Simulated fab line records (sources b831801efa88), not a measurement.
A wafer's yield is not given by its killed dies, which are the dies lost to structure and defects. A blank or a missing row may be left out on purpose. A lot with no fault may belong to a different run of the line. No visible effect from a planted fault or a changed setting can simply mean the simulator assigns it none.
A single fault, viewed from 2 desks ; flow gf180mcu ; only its own numbers are on each desk; what lay behind them is given at the end

## AT THE METROLOGY DESK
Means of the sampled wafers that have a number, per lot and without regard to the tool the lot ran on: this is what the gauges read. Any lot whose mean is over 4 standard deviations away from the usual mean is out of limits and marked OUT; that distance is given in the brackets.
Columns: A = V3_BOW at GF_V3_BOW_MEAS_05, usual 122 um; B = M4_ALCU_RS at GF_M4_RS_MEAS_05, usual 0.0697 ohm/sq; C = M4_ALCU_THK at GF_M4_THK_MEAS_06, usual 446 nm
lot;first seen here;A;B;C
L895;day 22 07:31;118;0.0702;443
L900;day 23 23:53;127;0.0702;441
L902;day 24 17:27;132;0.0699;444
L903;day 25 01:59;136;0.0697;445
L905;day 25 20:29;127;0.0705;439
L907;day 26 15:47;124;0.0705;442
L910;day 27 13:11;118;0.0689;450
L911;day 27 15:22;117;0.0734 (+5.2) OUT;433
L912;day 27 18:03;117;0.0736 (+5.5) OUT;430
L914;day 28 07:03;115;0.0697;447
L915;day 28 14:16;109;0.0701;446
L916;day 28 23:46;119;0.0692;450
This desk reports L911, L912 out of limits; the earliest was L911 at day 28 12:55 (M4_ALCU_RS at GF_M4_RS_MEAS_05). Within limits: L895, L900, L902, L903, L905, L907, L910, L914, L915, L916.

## TOOL OWNER'S DESK, pvd sputter-02
The tool's own readings at GF_M4_SPUTTER_02 (material AlCu, target thk 450 nm, time 23.9 s): means of the sampled wafers that have a number, for each lot that ran on this tool. Any lot whose mean is over 4 standard deviations away from the usual mean is out of limits and marked OUT; that distance is given in the brackets.
Columns: A = throttle valve pct at GF_M4_SPUTTER_02, usual 30.1 %
lot;first seen here;A
L895;day 23 14:51;30.6
L905;day 26 19:26;29.8
L910;day 28 09:44;31.1
L911;day 28 12:50;31.0
L912;day 28 15:53;31.1
This desk's verdict: no lot among the 5 shows anything out of limits.

## ALL TOGETHER
At day 28 12:55 the metrology desk could have sounded an alarm, on L911, L912.
Nothing out of limits was seen by the tool owner's desk.
Tool owner's desk: L911, L912 on record, inside its limits.
Of the lots named, all ran GF_M4_SPUTTER_02 on pvd sputter-02.

## WHAT THE SIMULATOR PUT IN
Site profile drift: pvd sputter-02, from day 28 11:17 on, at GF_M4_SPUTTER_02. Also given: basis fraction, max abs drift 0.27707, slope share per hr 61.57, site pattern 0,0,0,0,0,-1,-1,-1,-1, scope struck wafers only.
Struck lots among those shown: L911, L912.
Time in hours between the start of the fault and the first out-of-limits reading at each desk: metrology desk, 2.
